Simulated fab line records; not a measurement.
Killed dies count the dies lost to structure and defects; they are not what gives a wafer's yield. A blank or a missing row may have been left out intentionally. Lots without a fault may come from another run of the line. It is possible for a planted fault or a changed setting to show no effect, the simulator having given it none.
Split-lot study + flow gf180mcu + 5 lots, 23 wafers read, on a route of 602 steps

== SPLIT DETAILS ==
At GF_V5_PEB_12 (peb time 90 s), the setting peb-time-s was moved away from the recipe's 90 s on 4 of the 23 wafers read, by +14.4% to +14.9%. All remaining wafers had this setting at the recipe value.

== FROM THE SPLIT TO THE READING: what the file shows between them, 1 step ==
- GF_V5_DEVELOP_13: develop time 60 s

== THE READING ==
At GF_V5_CD_MEAS_14: cd-nm in nanometres, against a target cd of 260 nm. Typical for fault-free wafers on this fab line: 260.0 nm, with standard deviation 1.1 nm.

| wafer  | tool, chamber at the split | peb-time-s as run, s | against the recipe | cd-nm, nm | against lot-mates on the recipe |
|--------|----------------------------|----------------------|--------------------|-----------|---------------------------------|
| L075.1 | litho-track-01, 0          | 90                   | recipe             | 257.9     | -                               |
| L075.2 | litho-track-01, 0          | 90                   | recipe             | 258.2     | -                               |
| L075.3 | litho-track-01, 0          | 90                   | recipe             | 258.3     | -                               |
| L075.4 | litho-track-01, 0          | 90                   | recipe             | 259.4     | -                               |
| L075.5 | litho-track-01, 0          | 90                   | recipe             | 259.8     | -                               |
| L076.2 | litho-track-04, 0          | 90                   | recipe             | 260.6     | -                               |
| L076.3 | litho-track-04, 0          | 90                   | recipe             | 260.4     | -                               |
| L076.4 | litho-track-04, 0          | 90                   | recipe             | 260.3     | -                               |
| L076.5 | litho-track-04, 0          | 90                   | recipe             | 261.3     | -                               |
| L076.6 | litho-track-04, 0          | 90                   | recipe             | 261.0     | -                               |
| L082.1 | litho-track-04, 0          | 90                   | recipe             | 259.7     | -                               |
| L082.2 | litho-track-04, 0          | 90                   | recipe             | 260.5     | -                               |
| L082.4 | litho-track-04, 0          | 90                   | recipe             | 260.2     | -                               |
| L082.5 | litho-track-04, 0          | 103                  | +14.4%             | 262.7     | +2.6                            |
| L082.6 | litho-track-04, 0          | 103                  | +14.4%             | 263.5     | +3.4                            |
| L083.1 | litho-track-01, 0          | 103.4                | +14.9%             | 262.1     | +3.3                            |
| L083.2 | litho-track-01, 0          | 90                   | recipe             | 258.9     | -                               |
| L083.3 | litho-track-01, 0          | 90                   | recipe             | 258.3     | -                               |
| L083.4 | litho-track-01, 0          | 90                   | recipe             | 259.3     | -                               |
| L083.6 | litho-track-01, 0          | 103.4                | +14.9%             | 261.6     | +2.8                            |
| L084.2 | litho-track-01, 0          | 90                   | recipe             | 261.0     | -                               |
| L084.3 | litho-track-01, 0          | 90                   | recipe             | 260.4     | -                               |
| L084.5 | litho-track-01, 0          | 90                   | recipe             | 260.1     | -                               |

THE FIT
A straight line over all 23 wafers: cd-nm changes by +0.184 nm for each +1% of peb-time-s; r = +0.73; the points scatter about the line by 1 nm.
The same after taking each lot's own level away (the mean of its wafers on the recipe; 23 wafers): +0.204 nm for each +1%; r = +0.92; scatter 0.5 nm.
That fit puts the effect of the largest move of peb-time-s on the reading at 3 nm.
From 258.72 to 260.72 nm: that is the span of the lots' own levels, equal to 1.8 times the standard deviation above.
So the lot-to-lot level blurs the effect unless lot-mates are compared.
Check: with one of the wafers moved furthest among these (+14.9%) left out of the fit, the line predicts +2.96 nm for it against its lot-mates. It came out at +3.27 nm against them.

== THESE WAFERS: OTHER SPLITS ==
Before the reading, these wafers also passed through other splits. Each is held against what the fit with the lots' levels taken away leaves over:
| other split on the same wafers  | wafers away from the commonest value | r with cd-nm (lot level and that fit taken away) |
|---------------------------------|--------------------------------------|--------------------------------------------------|
| GF_V4_CMP_04 leave-above-ref-nm | 9                                    | +0.10                                            |
| GF_V4_SOFTBAKE_10 temp-c        | 8                                    | -0.18                                            |
| GF_MIM_SPUTTER_09 power-w       | 10                                   | +0.14                                            |
| GF_MIM_COAT_14 spin-rpm         | 9                                    | +0.01                                            |
| GF_M5_PEB_05 peb-time-s         | 12                                   | +0.14                                            |
| GF_V5_CVD_00 sih4-flow-sccm     | 8                                    | -0.45                                            |

== FILE'S OWN FIT ==
cd-nm changes by +0.204 nm for each +1% of peb-time-s, r = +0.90.
